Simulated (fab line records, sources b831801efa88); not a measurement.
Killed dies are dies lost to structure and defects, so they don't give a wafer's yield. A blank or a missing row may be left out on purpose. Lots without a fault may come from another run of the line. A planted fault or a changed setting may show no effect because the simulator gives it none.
fab line records | flow sky130
record lots=7 wafers=21 last_day=50
route steps=708 shown GATE_OXIDE@196 POLY_GATE@204 RES_PROTECT@206 PAD_OPEN@708
lots that met no fault: from a run of the same line without faults
start_h: hours from the record's first day to the start of the lot's first wafer shown | wait_h: hours since the lot's step before | " the same as in the row above | L1.1+2: a row that stands for several wafers | - no value, or no start given | * or withheld: withheld | < > ~ a bound
route shown NAME@n: a module of which the file shows steps, and the number in the route of the first | usual: mean/standard deviation of fault-free wafers | same: alike in all rows | chamber/n: place in a boat | sites: the reading at each site | _std_site: their standard deviation | _edge_site: outer sites' mean less inner sites' | radius_mm: how far each site lies from the wafer's centre | mask NAME#n: copy n | behind: the tool/chamber that last shaped the wafer | hold: why the lot was held/for how many hours/how that ended | device: the transistor (n, p or np) that didn't switch | end of line: the same wafers' tests at the end of the route | a step without rows: its recipe alone | killed: dies lost to structure and defects at the first sort, not the wafer's yield | map: a wafer's dies, x killed, . not, _ none there
set.NAME: the setting as run; set.NAME@STEP: as run at that earlier step | model.NAME: the simulator's own value behind a step, which no gauge read
lots at some steps of the route; a table a step, a row a wafer
services: from which hour (start_h, from the record's first day; less than 0 if before it) a tool's chamber was out of use, for how many hours, and why
## steps
# step SKY_GATE_OXIDE_DEVELOP_09
# recipe resist=NOVOLAK developer=TMAH develop_time_s=60 dev_temp_c=22.6
# step SKY_GATE_OXIDE_OVL_MEAS_10
# usual GATE_OXIDE_OVL=0.6/1.5
# columns lot.wafer tool chamber start_h wait_h GATE_OXIDE_OVL[nm]
L391.2 overlay-01 - 313.86 0.1 2.4
L391.4 " - " " 3.4
L391.5 " - " " 0.7
L394.1 overlay-01 - 341.79 0.1 1.5
L394.2 " - " " 1.2
L394.3 " - " " 2.3
L397.3 overlay-02 - 368.67 0.1 -2.7
L397.4 " - " " -1.0
L397.5 " - " " -1.2
L398.1 overlay-01 - 373.39 0.1 1.4
L398.2 " - " " -1.1
L398.6 " - " " -0.1
L399.2 overlay-02 - 381.11 0.1 1.5
L399.4 " - " " -0.5
L399.5 " - " " 2.9
L407.2 overlay-01 - 448.59 0.1 1.7
L407.3 " - " " 0.2
L407.5 " - " " 1.6
L414.1 overlay-02 - 502.53 0.1 1.6
L414.2 " - " " 0.7
L414.3 " - " " 0.3
# step SKY_GATE_OXIDE_IMPLANT_11
# recipe species=B energy_kev=10 dose_cm2=2.6e+12 tilt_deg=withheld
# step SKY_GATE_OXIDE_WET_ETCH_12
# recipe chemistry=dHF target_depth_nm=16.8 dry=n2_spin target=SiO2 dilution=100:1 temp_c=25 time_s=336
# step SKY_GATE_OXIDE_STRIP_13
# recipe chemistry=O2/N2 power_w=1400 pressure_mtorr=1500 platen_temp_c=withheld o2_flow_sccm=3000 n2_flow_sccm=300 overash_fraction=0.5
# usual chamber_pressure_mTorr=1499.9/1.3 drypump_motor_current_A=6.0/0.35 oes_product_au=0.716/0.0043 strip_time_to_endpoint_s=14.20/0.039
# columns lot.wafer tool chamber start_h wait_h chamber_pressure_mTorr drypump_motor_current_A oes_product_au rf_hours_counter_h strip_time_to_endpoint_s
L391.2 plasma_asher-04 1 314.14 0.0 1502.2 5.8 0.714 51 14.14
L391.4 " 1 " " 1500.0 5.8 0.707 - 14.14
L391.5 " 1 " " 1499.1 5.8 0.717 - 14.15
L394.1 plasma_asher-02 0 342.07 0.0 1500.5 6.0 0.718 16 14.28
L394.2 " 1 " " 1502.5 5.4 0.708 16 14.23
L394.3 " 1 " " 1498.4 5.4 0.712 - 14.26
L397.3 plasma_asher-02 1 368.98 0.0 1500.8 5.4 0.714 - 14.20
L397.4 " 0 " " 1500.7 6.0 0.715 - 14.20
L397.5 " 0 " " 1498.3 6.0 0.707 - 14.20
L398.1 plasma_asher-04 1 373.67 0.0 1500.5 5.8 0.712 56 14.24
L398.2 " 0 " " 1501.5 6.4 0.720 56 14.21
L398.6 " 1 " " 1499.3 5.8 0.715 - 14.18
L399.2 plasma_asher-03 1 381.39 0.0 1501.8 6.4 0.723 69 14.11
L399.4 " 1 " " 1500.2 6.4 0.713 - 14.12
L399.5 " 0 " " 1501.3 5.7 0.720 - 14.14
L407.2 plasma_asher-04 0 448.87 0.0 1500.0 6.4 0.718 63 14.17
L407.3 " 0 " " 1497.2 6.4 0.718 - 14.20
L407.5 " 0 " " 1498.1 6.4 0.708 - 14.15
L414.1 plasma_asher-02 1 502.82 0.0 1499.4 5.4 0.721 33 14.17
L414.2 " 0 " " 1500.3 6.0 0.722 33 14.18
L414.3 " 1 " " 1500.1 5.4 0.712 - 14.19
# step SKY_GATE_OXIDE_TW_MEAS_14
# usual GATE_OXIDE_TW=225.1/1.4
# columns lot.wafer tool chamber start_h wait_h GATE_OXIDE_TW
L391.2 film_metro-03 - 314.25 0.1 223.8
L391.4 " - " " 223.9
L391.5 " - " " 225.2
L394.1 film_metro-03 - 342.17 0.1 224.6
L394.2 " - " " 224.6
L394.3 " - " " 225.2
L397.3 film_metro-03 - 369.07 0.1 223.8
L397.4 " - " " 225.0
L397.5 " - " " 224.3
L398.1 film_metro-02 - 373.77 0.1 225.1
L398.2 " - " " 225.3
L398.6 " - " " 226.4
L399.2 film_metro-03 - 381.50 0.1 225.3
L399.4 " - " " 223.7
L399.5 " - " " 224.8
L407.2 film_metro-01 - 448.98 0.1 222.2
L407.3 " - " " 222.2
L407.5 " - " " 223.1
L414.1 film_metro-01 - 502.92 0.1 223.5
L414.2 " - " " 222.7
L414.3 " - " " 223.9
# step SKY_GATE_OXIDE_CLEAN_15
# recipe chemistry=SC1/SC2 mix=1:4:20 temp_c=70 time_s=150 dry=n2_spin
# step SKY_GATE_OXIDE_OXIDATION_16
# recipe temp_c=800 ambient=O2 idle_temp_c=700 ramp_up_c_per_min=10 ramp_down_c_per_min=3 stabilise_s=600 purge_s=300 target_thk_a=35.7 ox_time_s=1915
# step SKY_POLY_GATE_CVD_00
# recipe material=poly-Si target_thk_nm=180 temp_c=620 time_s=720 pressure_mtorr=200
# step SKY_POLY_GATE_THK_MEAS_01
# recipe reads=poly-Si_of_POLY_GATE_CVD_00
# usual POLY_GATE_CVD_00_THK=179.3/1.7
# columns lot.wafer tool chamber start_h wait_h POLY_GATE_CVD_00_THK[nm]
L391.2 film_metro-02 - 317.39 0.0 181.0
L391.4 " - " " 181.4
L391.5 " - " " 180.4
L394.1 film_metro-04 - 345.90 0.0 178.5
L394.2 " - " " 178.6
L394.3 " - " " 178.3
L397.3 film_metro-01 - 372.71 0.0 177.6
L397.4 " - " " 177.8
L397.5 " - " " 177.4
L398.1 film_metro-04 - 377.07 0.0 177.8
L398.2 " - " " 178.5
L398.6 " - " " 180.0
L399.2 film_metro-04 - 384.89 0.0 176.1
L399.4 " - " " 176.6
L399.5 " - " " 177.1
L407.2 film_metro-04 - 451.82 0.0 180.9
L407.3 " - " " 181.9
L407.5 " - " " 182.7
L414.1 film_metro-01 - 505.76 0.0 179.7
L414.2 " - " " 179.2
L414.3 " - " " 180.2
# step SKY_RES_PROTECT_DEHYDRATE_00
# recipe temp_c=200 time_s=60
# step SKY_RES_PROTECT_HMDS_01
# recipe prime_time_s=60 prime_temp_c=120
# step SKY_RES_PROTECT_COAT_02
# recipe resist=NOVOLAK spin_rpm=3000 resist_thk_nm=1140
# columns lot.wafer tool chamber start_h wait_h model.NOVOLAK_of_RES_PROTECT_COAT_02.thk_nm
L391.2 litho_track-02 0 329.15 0.1 1142
L391.4 " 0 " " 1141
L391.5 " 0 " " 1145
L394.1 litho_track-03 0 359.01 0.1 1141
L394.2 " 0 " " 1144
L394.3 " 0 " " 1145
L397.3 litho_track-03 0 385.91 0.1 698.2
L397.4 " 0 " " 697.2
L397.5 " 0 " " 697.8
L398.1 litho_track-03 0 390.76 0.1 695.1
L398.2 " 0 " " 697.8
L398.6 " 0 " " 698
L399.2 litho_track-03 0 400.48 0.1 695.5
L399.4 " 0 " " 695.7
L399.5 " 0 " " 697.4
L407.2 litho_track-03 0 467.38 0.1 1141
L407.3 " 0 " " 1145
L407.5 " 0 " " 1143
L414.1 litho_track-02 0 521.57 0.1 1142
L414.2 " 0 " " 1143
L414.3 " 0 " " 1141
# step SKY_RES_PROTECT_SOFTBAKE_03
# recipe temp_c=90 time_s=60 resist=NOVOLAK
# step SKY_RES_PROTECT_EXPOSE_04
# recipe mask_id=RPM na=0.6 source_shape=conventional sigma_outer=0.6 polarization=unpolarized target_cd_nm=1270 dose_mj=131
# step SKY_RES_PROTECT_PEB_05
# recipe temp_c=withheld time_s=* resist=NOVOLAK
# step SKY_RES_PROTECT_DEVELOP_06
# recipe resist=NOVOLAK developer=TMAH develop_time_s=60 dev_temp_c=23
# columns lot.wafer tool chamber start_h wait_h model.NOVOLAK_of_RES_PROTECT_COAT_02.thk_nm
L391.2+4 litho_track-04 0 343.36 0.1 1141
L391.5 " 0 " " 1144
L394.1 litho_track-04 0 372.64 0.1 1140
L394.2 " 0 " " 1143
L394.3 " 0 " " 1145
L397.3 litho_track-03 0 400.96 0.1 697.8
L397.4 " 0 " " 696.8
L397.5 " 0 " " 697.3
L398.1 litho_track-03 0 405.51 0.1 694.7
L398.2 " 0 " " 697.4
L398.6 " 0 " " 697.6
L399.2 litho_track-04 0 414.21 0.1 695.1
L399.4 " 0 " " 695.3
L399.5 " 0 " " 697
L407.2 litho_track-02 0 482.49 0.1 1141
L407.3 " 0 " " 1144
L407.5 " 0 " " 1143
L414.1 litho_track-03 0 536.51 0.1 1142
L414.2 " 0 " " 1143
L414.3 " 0 " " 1140
# step SKY_POLY_GATE_IMPLANT_02
# recipe species=P energy_kev=30 dose_cm2=7.7e+15 tilt_deg=0
# step SKY_RES_PROTECT_STRIP_07
# recipe chemistry=O2/N2 power_w=1400 pressure_mtorr=1500 platen_temp_c=withheld o2_flow_sccm=3000 n2_flow_sccm=300 overash_fraction=0.5
# usual chamber_pressure_mTorr=1499.9/1.4 drypump_motor_current_A=6.0/0.42 oes_product_au=0.518/0.0049 strip_time_to_endpoint_s=23.31/0.04
# columns lot.wafer tool chamber start_h wait_h chamber_pressure_mTorr drypump_motor_current_A oes_product_au rf_hours_counter_h strip_time_to_endpoint_s
L391.2 plasma_asher-04 0 343.64 0.1 1500.8 6.3 0.510 54 23.30
L391.4 " 1 " " 1502.2 5.8 0.521 - 23.29
L391.5 " 1 " " 1500.0 5.8 0.512 - 23.34
L394.1 plasma_asher-01 1 372.94 0.1 1500.3 6.4 0.522 69 23.30
L394.2 " 0 " " 1497.5 6.7 0.527 69 23.33
L394.3 " 0 " " 1498.5 6.7 0.523 - 23.35
L397.3 plasma_asher-01 1 401.24 0.1 1496.4 6.4 0.470 - 18.27
L397.4 " 0 " " 1499.7 6.7 0.466 - 18.29
L397.5 " 0 " " 1501.0 6.7 0.451 - 18.27
L398.1 plasma_asher-02 0 405.81 0.1 1499.0 6.0 0.465 23 18.22
L398.2 " 1 " " 1500.2 5.4 0.457 23 18.26
L398.6 " 0 " " 1500.0 6.0 0.465 - 18.27
L399.2 plasma_asher-02 0 414.49 0.1 1497.5 6.0 0.460 24 18.26
L399.4 " 0 " " 1498.4 6.0 0.457 - 18.26
L399.5 " 0 " " 1501.6 6.0 0.460 - 18.28
L407.2 plasma_asher-02 0 482.77 0.1 1501.5 6.0 0.516 31 23.30
L407.3 " 0 " " 1500.7 6.0 0.519 - 23.34
L407.5 " 0 " " 1500.5 6.0 0.515 - 23.33
L414.1 plasma_asher-02 0 536.81 0.1 1498.9 6.0 0.524 37 23.32
L414.2 " 1 " " 1500.2 5.4 0.516 37 23.32
L414.3 " 0 " " 1500.2 5.9 0.514 - 23.31
# step SKY_RES_PROTECT_TW_MEAS_08
# usual POLY_GATE_TW=4063/26
# columns lot.wafer tool chamber start_h wait_h POLY_GATE_TW
L391.2 film_metro-03 - 343.75 0.1 4064
L391.4 " - " " 4066
L391.5 " - " " 4062
L394.1 film_metro-03 - 373.04 0.1 4035
L394.2 " - " " 4033
L394.3 " - " " 4028
L397.3 film_metro-03 - 401.33 0.1 3991
L397.4 " - " " 3997
L397.5 " - " " 3993
L398.1 film_metro-02 - 405.91 0.1 4056
L398.2 " - " " 4048
L398.6 " - " " 4082
L399.2 film_metro-03 - 414.60 0.1 4082
L399.4 " - " " 4010
L399.5 " - " " 4043
L407.2 film_metro-03 - 482.88 0.1 4030
L407.3 " - " " 4029
L407.5 " - " " 4029
L414.1 film_metro-02 - 536.91 0.1 4088
L414.2 " - " " 4093
L414.3 " - " " 4080
# step SKY_PAD_OPEN_PROBE_99
# usual killed_at_M0_to_M3=44/6.8 killed_at_M4_up=2.9/1.7 killed_at_contacts=24/5.2 killed_at_front_end=15/4 killed_at_other=0.2/0.44 killed_dies=86/9.9 killed_open=47/7.9 killed_short=39/6.3
# same gross_dies=492 killed_at_back_side=0
# columns lot.wafer tool chamber start_h wait_h killed_at_M0_to_M3 killed_at_M4_up killed_at_contacts killed_at_front_end killed_at_other killed_dies killed_open killed_short
L391.2 prober-01 - 1082.53 0.1 41 1 18 19 0 79 41 36
L391.4 prober-01 - 1082.63 0.2 45 2 25 22 0 94 52 34
L391.5 prober-01 - 1082.68 0.2 53 3 23 18 0 97 49 48
L394.1 prober-02 - 1105.18 0.1 37 2 32 17 0 88 41 47
L394.2 prober-02 - 1105.23 0.1 37 6 28 18 0 89 48 41
L394.3 prober-02 - 1105.28 0.2 41 4 16 22 0 83 47 35
L398.1 prober-02 - 1123.36 0.1 43 2 25 13 0 83 40 43
L398.2 prober-02 - 1123.41 0.1 50 3 23 15 0 91 49 41
L398.6 prober-02 - 1123.61 0.2 43 1 17 14 0 75 41 34
L399.2 prober-01 - 1127.60 0.1 45 2 22 9 2 80 42 38
L399.4 prober-01 - 1127.70 0.2 40 1 17 15 2 75 41 34
L399.5 prober-01 - 1127.75 0.2 38 3 15 16 0 72 39 33
L407.2 prober-01 - 1173.58 0.1 40 4 29 14 1 88 43 45
L407.3 prober-01 - 1173.63 0.2 47 4 17 13 0 81 37 43
L407.5 prober-01 - 1173.73 0.2 48 2 14 16 0 80 46 34
L414.1 prober-02 - 1202.69 0.1 50 5 27 18 1 101 59 42
L414.2 prober-02 - 1202.74 0.1 43 3 20 17 0 83 52 31
L414.3 prober-02 - 1202.79 0.2 43 2 26 17 0 88 56 32
# killed by level:class
L391.2 VIA1:geometric_particle:open=10 VIA1:geometric_particle:short=7 LI_CONTACT:geometric_particle:open=6 CONTACT:geometric_particle:open=6 VIA3:geometric_particle:open=6 METAL1:geometric_particle:short=5 VIA2:geometric_particle:open=5 FIELD_ISO:geometric_particle:open=4
L391.4 VIA1:geometric_particle:open=14 CONTACT:geometric_particle:open=10 CONTACT:geometric_particle:short=6 VIA1:geometric_particle:short=6 LI_CONTACT:geometric_particle:open=5 METAL2:geometric_particle:open=5 SD_N:coat_microbubble_printed=5 FIELD_ISO:geometric_particle:open=4
L391.5 VIA1:geometric_particle:open=12 METAL1:geometric_particle:short=8 LI_CONTACT:geometric_particle:open=7 METAL2:geometric_particle:short=7 CONTACT:geometric_particle:open=6 VIA3:geometric_particle:open=6 CONTACT:geometric_particle:short=5 FIELD_ISO:geometric_particle:open=4
L394.1 CONTACT:geometric_particle:open=13 VIA2:geometric_particle:open=6 LI_CONTACT:geometric_particle:short=6 LI_CONTACT:geometric_particle:open=6 METAL1:geometric_particle:short=6 METAL2:geometric_particle:short=6 FIELD_ISO:geometric_particle:short=5 POLY_GATE:geometric_particle:short=5
L394.2 VIA1:geometric_particle:open=13 CONTACT:geometric_particle:open=10 LI_CONTACT:geometric_particle:open=7 VIA2:geometric_particle:open=5 METAL4:geometric_particle:short=5 FIELD_ISO:geometric_particle:short=4 LI_CONTACT:geometric_particle:short=4 CONTACT:geometric_particle:short=4
L394.3 VIA2:geometric_particle:open=9 POLY_GATE:geometric_particle:open=9 CONTACT:geometric_particle:open=8 METAL1:geometric_particle:short=7 VIA1:geometric_particle:open=7 FIELD_ISO:geometric_particle:short=4 LI_CONTACT:geometric_particle:open=4 METAL3:geometric_particle:short=4
L398.1 METAL1:geometric_particle:short=9 VIA1:geometric_particle:open=9 CONTACT:geometric_particle:open=8 CONTACT:geometric_particle:short=7 VIA3:geometric_particle:open=7 VIA1:geometric_particle:short=6 FIELD_ISO:geometric_particle:open=5 FIELD_ISO:geometric_particle:short=4
L398.2 CONTACT:geometric_particle:open=13 VIA3:geometric_particle:open=12 METAL1:geometric_particle:short=8 FIELD_ISO:geometric_particle:open=6 VIA1:geometric_particle:open=6 VIA1:geometric_particle:short=5 METAL2:geometric_particle:short=5 LOCAL_INTERCONNECT:geometric_particle:short=4
L398.6 VIA1:geometric_particle:open=14 CONTACT:geometric_particle:open=7 FIELD_ISO:geometric_particle:short=6 METAL2:geometric_particle:short=6 VIA1:geometric_particle:short=5 FIELD_ISO:geometric_particle:open=3 LI_CONTACT:geometric_particle:short=3 LI_CONTACT:geometric_particle:open=3
L399.2 VIA1:geometric_particle:open=8 VIA2:geometric_particle:open=8 VIA3:geometric_particle:open=8 CONTACT:geometric_particle:open=7 LOCAL_INTERCONNECT:geometric_particle:short=6 CONTACT:geometric_particle:short=4 METAL1:geometric_particle:short=4 VIA1:geometric_particle:short=4
L399.4 VIA1:geometric_particle:open=11 FIELD_ISO:geometric_particle:open=6 LI_CONTACT:geometric_particle:open=6 VIA1:geometric_particle:short=5 VIA2:geometric_particle:open=5 VIA3:geometric_particle:short=5 CONTACT:geometric_particle:short=4 VIA3:geometric_particle:open=4
L399.5 VIA3:geometric_particle:open=10 CONTACT:geometric_particle:open=7 METAL2:geometric_particle:short=6 VIA1:geometric_particle:open=5 POLY_GATE:geometric_particle:open=4 SPACER:geometric_particle:short=4 CONTACT:geometric_particle:short=3 LOCAL_INTERCONNECT:geometric_particle:open=3
L407.2 CONTACT:geometric_particle:open=8 VIA1:geometric_particle:open=7 LI_CONTACT:geometric_particle:open=6 METAL1:geometric_particle:short=6 LI_CONTACT:geometric_particle:short=5 VIA3:geometric_particle:short=5 CONTACT:geometric_particle:short=5 VIA2:geometric_particle:open=5
L407.3 VIA1:geometric_particle:open=12 METAL1:geometric_particle:short=7 VIA2:geometric_particle:open=6 FIELD_ISO:geometric_particle:short=5 LI_CONTACT:geometric_particle:open=5 METAL2:geometric_particle:short=5 LOCAL_INTERCONNECT:geometric_particle:short=4 CONTACT:geometric_particle:short=4
L407.5 VIA1:geometric_particle:open=19 LI_CONTACT:geometric_particle:open=6 VIA2:geometric_particle:open=6 POLY_GATE:geometric_particle:open=5 POLY_GATE:geometric_particle:short=5 METAL2:geometric_particle:short=5 METAL1:geometric_particle:short=5 LOCAL_INTERCONNECT:geometric_particle:short=4
L414.1 VIA1:geometric_particle:open=14 CONTACT:geometric_particle:open=11 LI_CONTACT:geometric_particle:open=8 FIELD_ISO:geometric_particle:open=6 VIA3:geometric_particle:open=6 VIA3:geometric_particle:short=5 VIA1:geometric_particle:short=5 VIA2:geometric_particle:open=5
L414.2 VIA1:geometric_particle:open=11 CONTACT:geometric_particle:open=7 VIA1:geometric_particle:short=7 METAL1:geometric_particle:open=6 VIA2:geometric_particle:open=6 FIELD_ISO:geometric_particle:open=4 LI_CONTACT:geometric_particle:open=4 CONTACT:geometric_particle:short=4
L414.3 VIA1:geometric_particle:open=11 CONTACT:geometric_particle:open=9 VIA3:geometric_particle:open=8 POLY_GATE:geometric_particle:open=7 LOCAL_INTERCONNECT:geometric_particle:short=7 LI_CONTACT:geometric_particle:open=5 METAL1:geometric_particle:short=5 VIA2:geometric_particle:open=4
## services
# columns tool chamber start_h hours kind
plasma_asher-02 - 310.34 15.1 repair
litho_track-02 - 314.76 - consumable_replace:filter
plasma_asher-04 - 347.86 14.6 pm
plasma_asher-01 - 358.23 0.8 repair
plasma_asher-01 - 368.64 2.8 pm
plasma_asher-04 - 378.97 2.8 pm
plasma_asher-03 - 416.80 2.8 pm
plasma_asher-01 - 421.33 9.0 pm
plasma_asher-01 0 421.33 9.0 vent_cycle
plasma_asher-01 1 421.33 9.0 vent_cycle
plasma_asher-01 0 430.33 - clean
plasma_asher-01 1 430.33 - clean
plasma_asher-02 - 460.86 2.0 repair
plasma_asher-01 - 475.39 5.9 repair
plasma_asher-03 - 479.09 0.7 repair
plasma_asher-02 - 485.50 0.8 repair
plasma_asher-03 - 498.32 3.3 repair
plasma_asher-02 - 529.83 2.2 repair
## key
first_sign step=SKY_RES_PROTECT_STRIP_07 reading=strip_time_to_endpoint_s direction=down sigmas=99+ usual=* struck=*
effect step=SKY_RES_PROTECT_STRIP_07 reading=oes_product_au direction=down sigmas=12 usual=0.518 struck=0.461
model_effect step=SKY_RES_PROTECT_COAT_02 value=NOVOLAK_of_RES_PROTECT_COAT_02.thk_nm without=1142 struck=697
model_effect step=SKY_RES_PROTECT_DEVELOP_06 value=NOVOLAK_of_RES_PROTECT_COAT_02.thk_nm without=1141 struck=696.6
met_at SKY_RES_PROTECT_COAT_02
struck_wafers L397.3,L397.4,L397.5,L398.1,L398.2,L398.6,L399.2,L399.4,L399.5
tester_left_out L397,L398,L399
onset_between 359.01 385.91
fault kind=process_parameter_drift tool=litho_track-03 chamber=- onset_h=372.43 steps=SKY_RES_PROTECT_COAT_02 channel=resist_thk_nm offset=-444.12 shape=step end_h=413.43 acts_in=these_recipes_only stated=1140
# tester_left_out: of these lots the tester's yield and bins aren't shown, on N5 and GAA mostly nor the transistor test; their killed dies are dies lost to structure and defects alone, not to doping, threshold or leakage, so they don't give the yield
